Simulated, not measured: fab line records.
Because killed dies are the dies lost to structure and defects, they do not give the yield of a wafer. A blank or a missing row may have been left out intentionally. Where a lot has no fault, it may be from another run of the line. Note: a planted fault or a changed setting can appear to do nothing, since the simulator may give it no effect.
One fault seen from 2 desks :: flow sky130 :: what lay behind the numbers comes last; until then each desk has only its own

AT THE METROLOGY DESK
Means of the sampled wafers that have a number, per lot and without regard to the tool the lot ran on: this is what the gauges read. The brackets show how far a lot's mean lies from the usual mean; more than 4 standard deviations puts the lot out of limits, marked OUT.
Columns: A = SD_N_RS at SKY_SD_N_RS_MEAS_16, usual 68.59 ohm/sq; B = SD_P_RS at SKY_SD_N_RS_MEAS_17, usual 147.1 ohm/sq; C = CAPM_OVL at SKY_CAPM_OVL_MEAS_12, usual -0.4 nm
lot: L408
first seen here: day 27 15:23
A: 68.57
B: 147.2
C: 0.5

lot: L409
first seen here: day 28 11:25
A: 68.61
B: 147.1
C: -1.4

lot: L410
first seen here: day 28 12:20
A: 68.62
B: 147.4
C: -0.2

lot: L412
first seen here: day 29 06:57
A: 68.52
B: 146.9
C: -1.7

lot: L413
first seen here: day 29 23:33
A: 68.50
B: 146.8
C: 0.7

lot: L414
first seen here: day 30 01:55
A: 68.59
B: 147.2
C: -0.8

lot: L421
first seen here: day 32 07:25
A: 65.59 (-25) OUT
B: 133.7 (-41) OUT
C: 0.4

lot: L423
first seen here: day 33 01:28
A: 65.92 (-22) OUT
B: 133.9 (-40) OUT
C: 1.7

lot: L428
first seen here: day 34 08:51
A: 68.70
B: 147.5
C: -1.5

lot: L430
first seen here: day 35 03:26
A: 68.60
B: 146.6
C: -1.5

lot: L431
first seen here: day 35 12:36
A: 68.72
B: 147.3
C: -0.2
This desk finds L421, L423 out of limits, with the earliest case on L421 at day 32 07:25 (SD_N_RS at SKY_SD_N_RS_MEAS_16). L408, L409, L410, L412, L413, L414, L428, L430, L431 stayed within limits.

FOR THE TOOL OWNER'S DESK: rtp_anneal-01
The tool's own readings at SKY_SD_N_RTA_14 (time 2 s): means of the sampled wafers that have a number, for each lot that ran on this tool. The brackets show how far a lot's mean lies from the usual mean; more than 4 standard deviations puts the lot out of limits, marked OUT.
Columns: A = lamp_power_pct at SKY_SD_N_RTA_14, usual 15.74 %; B = wafer_temp_C_max at SKY_SD_N_RTA_14, usual 1078.2
lot: L409
first seen here: day 28 11:13
A: 15.69
B: 1077.6

lot: L413
first seen here: day 29 23:23
A: 15.76
B: 1078.6

lot: L421
first seen here: day 32 07:14
A: 15.99 (+4.9) OUT
B: 1093.4 (+13) OUT

lot: L423
first seen here: day 33 01:17
A: 16.06 (+6.2) OUT
B: 1095.0 (+14) OUT

lot: L431
first seen here: day 35 12:26
A: 15.74
B: 1079.3
This desk's finding: out of limits on L421, L423; first on L421, day 32 07:14 (lamp_power_pct at SKY_SD_N_RTA_14). L409, L413, L431 stayed within limits.

PUT TOGETHER
The tool owner's desk could have raised an alarm at day 32 07:14, on L421, L423.
The metrology desk could have raised an alarm at day 32 07:25, on L421, L423.
All the named lots went through SKY_SD_N_RTA_14 on rtp_anneal-01.

WHAT THE SIMULATOR PUT IN
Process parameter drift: rtp_anneal-01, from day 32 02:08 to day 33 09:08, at SKY_SD_N_RTA_14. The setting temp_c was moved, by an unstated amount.
Lots struck among those shown: L421, L423.
Delay (hours) between the fault's onset and each desk's first out-of-limits reading: 5 at the tool owner's desk, 5 at the metrology desk.
